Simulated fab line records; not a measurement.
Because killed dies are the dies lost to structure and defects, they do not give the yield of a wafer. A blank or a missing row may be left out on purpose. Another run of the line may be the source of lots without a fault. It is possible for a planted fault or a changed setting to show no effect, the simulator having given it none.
Which of the tools did it?    flow sky130    42 wafers from 14 lots sampled at 5 of the route's 708 steps

## WHAT THE GAUGES READ, wafer by wafer
SKY_CONTACT_BOW_MEAS_05.
lot   measured      on             CONTACT_BOW (um)
L407  day 30 07:15  film_metro-03  86 79 85
L408  day 30 10:46  film_metro-04  78 83 78
L414  day 32 19:23  film_metro-02  76 77 71
L415  day 33 04:17  film_metro-02  93 93 82
L416  day 34 13:39  film_metro-03  82 77 105
L417  day 34 14:44  film_metro-04  83 84 80
L419  day 34 17:08  film_metro-03  83 90 91
L420  day 34 19:43  film_metro-03  86 92 84
L422  day 35 02:09  film_metro-03  86 74 85
L423  day 35 12:44  film_metro-02  68 87 85
L427  day 36 13:33  film_metro-04  79 89 84
L426  day 36 17:44  film_metro-03  74 78 81
L428  day 36 19:20  film_metro-03  86 81 87
L429  day 37 10:19  film_metro-02  80 82 68

SKY_VIA1_THK_MEAS_01.
lot   measured      on             VIA1_HDPCVD_THK (nm)
L407  day 32 18:15  film_metro-04  1027 1031 1035
L408  day 32 19:59  film_metro-04  1031 1051 1021
L414  day 35 05:02  film_metro-03  1031 1021 1027
L415  day 35 12:13  film_metro-01  1030 1039 1008
L416  day 36 21:14  film_metro-03  1017 1021 1030
L417  day 36 21:35  film_metro-04  1054 1037 1037
L419  day 37 00:19  film_metro-03  1014 1021 1027
L420  day 37 03:10  film_metro-04  1031 1021 1028
L422  day 37 09:16  film_metro-04  1022 1031 1034
L423  day 37 20:10  film_metro-04  1021 1032 1034
L427  day 38 20:24  film_metro-03  1511 1514 1510
L426  day 39 00:34  film_metro-03  1511 1511 1514
L428  day 39 01:27  film_metro-04  1025 1026 1020
L429  day 39 14:36  film_metro-04  1486 1506 1501

SKY_VIA1_RS_MEAS_22: the measuring method here is four-point-probe.
lot   measured      on             VIA1_W_RS (ohm/sq)
L407  day 33 23:10  film_metro-03  0.429 0.428 0.430
L408  day 34 01:08  film_metro-01  0.429 0.424 0.428
L414  day 36 09:40  film_metro-04  0.428 0.417 0.433
L415  day 36 15:37  film_metro-01  0.418 0.420 0.423
L416  day 38 01:31  film_metro-04  0.422 0.413 0.420
L417  day 38 01:52  film_metro-03  0.435 0.435 0.419
L419  day 38 03:45  film_metro-03  0.425 0.415 0.416
L420  day 38 07:03  film_metro-04  0.411 0.413 0.414
L422  day 38 11:48  film_metro-03  0.423 0.419 0.415
L423  day 38 22:53  film_metro-01  0.440 0.423 0.421
L427  day 39 22:45  film_metro-04  0.435 0.432 0.426
L426  day 40 02:19  film_metro-03  0.420 0.425 0.428
L428  day 40 03:19  film_metro-04  0.427 0.442 0.430
L429  day 40 15:48  film_metro-04  0.426 0.425 0.419

## WHICH TOOL RAN EACH LOT (tool, then ch and the chambers of the sampled wafers, then the start)
lot   SKY_VIA1_HDPCVD_00                SKY_VIA1_SOFTBAKE_08
L407  hdpcvd-01 ch 0,2, day 32 18:07    litho_track-01 ch 0, day 33 23:10 or earlier
L408  hdpcvd-01 ch 0,1,2, day 32 19:51  litho_track-04 ch 0, day 34 01:08 or earlier
L414  hdpcvd-02 ch 0,1, day 35 04:55    litho_track-01 ch 0, day 36 09:40 or earlier
L415  hdpcvd-02 ch 0,1,2, day 35 12:06  litho_track-02 ch 0, day 36 15:37 or earlier
L416  hdpcvd-01 ch 0,1,2, day 36 21:09  litho_track-02 ch 0, day 38 01:31 or earlier
L417  hdpcvd-02 ch 0,1,2, day 36 21:30  litho_track-04 ch 0, day 38 01:52 or earlier
L419  hdpcvd-01 ch 1,2, day 37 00:11    litho_track-04 ch 0, day 38 03:45 or earlier
L420  hdpcvd-01 ch 1,2, day 37 03:03    litho_track-01 ch 0, day 38 07:03 or earlier
L422  hdpcvd-01 ch 0,2, day 37 09:08    litho_track-01 ch 0, day 38 11:48 or earlier
L423  hdpcvd-02 ch 0,2, day 37 20:03    litho_track-01 ch 0, day 38 22:53 or earlier
L427  hdpcvd-01 ch 0,1, day 38 20:16    litho_track-04 ch 0, day 39 22:45 or earlier
L426  hdpcvd-01 ch 1,2, day 39 00:26    litho_track-02 ch 0, day 40 02:19 or earlier
L428  hdpcvd-02 ch 0,1,2, day 39 01:20  litho_track-04 ch 0, day 40 03:19 or earlier
L429  hdpcvd-01 ch 0,2, day 39 14:29    litho_track-04 ch 0, day 40 15:48 or earlier
- SKY_VIA1_HDPCVD_00: deposits SiO2, target thk 1030 nm, time 171.7 s.
- SKY_VIA1_SOFTBAKE_08: time 93.25 s.

## WHAT THE TOOLS THEMSELVES READ (means of the sampled wafers that have a number; where no wafer has one, the mark that the record gives instead)
SKY_VIA1_SOFTBAKE_08.
lot   tool            plate_sensor_t_centre_C (C)  plate_sensor_t_edge_C (C)
L407  litho_track-01  100.89                       100.96
L408  litho_track-04  100.88                       100.95
L414  litho_track-01  100.89                       100.96
L415  litho_track-02  100.87                       100.95
L416  litho_track-02  100.87                       100.95
L417  litho_track-04  100.88                       100.96
L419  litho_track-04  100.88                       100.96
L420  litho_track-01  100.89                       100.95
L422  litho_track-01  100.88                       100.96
L423  litho_track-01  100.88                       100.95
L427  litho_track-04  100.88                       100.95
L426  litho_track-02  100.88                       100.96
L428  litho_track-04  100.89                       100.96
L429  litho_track-04  100.89                       100.96

## THE ANSWER, worked out from the rows above alone
Rule: the usual values come from the lots themselves. Put in order of their means at a reading, lots are off if they are a third of the lots or fewer, leave a main group of 4 or more, and stand apart from it by a gap of 3 or more times the standard deviation of the main group's means; of several such gaps the widest counts. The tables above print the reading to a certain number of digits; a main group whose means all agree to those digits is not used. A lot without any number at a reading at which 4 lots or more have one is off too. Where the step has rows for the other lots, those lots are counted as sound. The gauges are gone through in route order, then the tools' own readings, and for those a lot's mean is taken as printed above. At the first step where some lot is off, the reading lying furthest off is the one used; lots without a number count as furthest.
Off: L427, L426, L429, at SKY_VIA1_THK_MEAS_01 (VIA1_HDPCVD_THK). The main group: mean 1028 nm, standard deviation 5.8.
If a tool, at a process step before that reading, ran all the lots that are off and no sound lot after the first of them, it fits. Those tools and the gauges at SKY_VIA1_THK_MEAS_01 are tried in the same way. One fits: SKY_VIA1_HDPCVD_00 on hdpcvd-01. Its last sound lot is L422 (day 37 09:08), its first lot that is off L427 (day 38 20:16): a fault that began between those two fits.

## WHAT WAS PUT IN BY THE SIMULATOR
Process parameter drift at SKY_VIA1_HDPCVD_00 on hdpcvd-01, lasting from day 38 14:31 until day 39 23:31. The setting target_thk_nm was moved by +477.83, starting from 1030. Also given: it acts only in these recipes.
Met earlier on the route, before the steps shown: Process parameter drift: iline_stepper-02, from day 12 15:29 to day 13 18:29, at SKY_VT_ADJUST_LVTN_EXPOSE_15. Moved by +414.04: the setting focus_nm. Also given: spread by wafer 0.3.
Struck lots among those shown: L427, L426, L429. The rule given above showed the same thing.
